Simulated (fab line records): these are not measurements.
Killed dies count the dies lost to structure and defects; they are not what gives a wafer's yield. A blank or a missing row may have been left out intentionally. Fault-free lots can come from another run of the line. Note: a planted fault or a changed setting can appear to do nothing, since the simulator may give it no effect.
The same fault as seen by 2 desks -- flow gf180mcu -- each desk has only its own numbers; what lay behind them comes last

METROLOGY DESK
What the gauges read for every lot (on any tool): the sampled wafers with a number, averaged. Any lot whose mean is over 4 standard deviations away from the usual mean is out of limits and marked OUT; that distance is given in the brackets.
Columns: A = VT_IMPLANT_TW at GF_VT_IMPLANT_TW_MEAS_10, usual 568; B = HV_LDD_CVD_54_THK at GF_HV_LDD_THK_MEAS_55, usual 9.93 nm
lot,first seen here,A,B
L238,day 5 18:19,571,10.03
L239,day 5 22:09,566,9.98
L240,day 6 03:01,564,9.97
L241,day 6 11:08,568,10.15
L242,day 6 20:07,564,9.97
L243,day 7 01:14,569,9.99
L245,day 7 11:50,562,9.97
L246,day 7 19:08,570,9.73
L247,day 8 01:11,571,9.78
L250,day 8 20:41,571,9.91
L258,day 10 21:45,564,9.78
L259,day 11 05:17,566,10.08
L260,day 11 13:37,569,9.73
L261,day 11 15:54,572,10.02
Result from this desk: across the 14 lots, nothing is out of limits.

TOOL OWNER'S DESK, rie-si-01
The tool's own readings at GF_POLY_GATE_ETCH_13 (etches poly-Si in HBr/Cl2, stops on SiO2, target depth 198.5 nm, time 69.6 s): means of the sampled wafers that have a number, for each lot that ran on this tool. Any lot whose mean is over 4 standard deviations away from the usual mean is out of limits and marked OUT; that distance is given in the brackets.
Columns: A = drypump-motor-current-A at GF_POLY_GATE_ETCH_13, usual 5.9 A; B = oes-product-au at GF_POLY_GATE_ETCH_13, usual 0.986 a.u.; C = run-length-s at GF_POLY_GATE_ETCH_13, usual 97.9 s; D = throttle-valve-pct at GF_POLY_GATE_ETCH_13, usual 33.684 %
lot,first seen here,A,B,C,D
L240,day 9 21:17,6.2,0.995,98.0,33.678
L241,day 10 03:03,6.1,0.991,97.8,33.688
L245,day 11 13:52,6.0,0.987,97.5,33.685
L247,day 12 14:57,6.2,0.986,96.1,33.695
L250,day 13 11:44,6.1,0.996,96.7,33.688
L260,day 16 00:45,6.1,0.988,97.6,33.684
L261,day 16 02:57,6.1,0.986,98.0,33.683
Result from this desk: across the 7 lots, nothing is out of limits.

TAKEN TOGETHER
The metrology desk saw nothing out of limits.
Nothing out of limits was seen by the tool owner's desk.

WHAT WAS PUT IN BY THE SIMULATOR
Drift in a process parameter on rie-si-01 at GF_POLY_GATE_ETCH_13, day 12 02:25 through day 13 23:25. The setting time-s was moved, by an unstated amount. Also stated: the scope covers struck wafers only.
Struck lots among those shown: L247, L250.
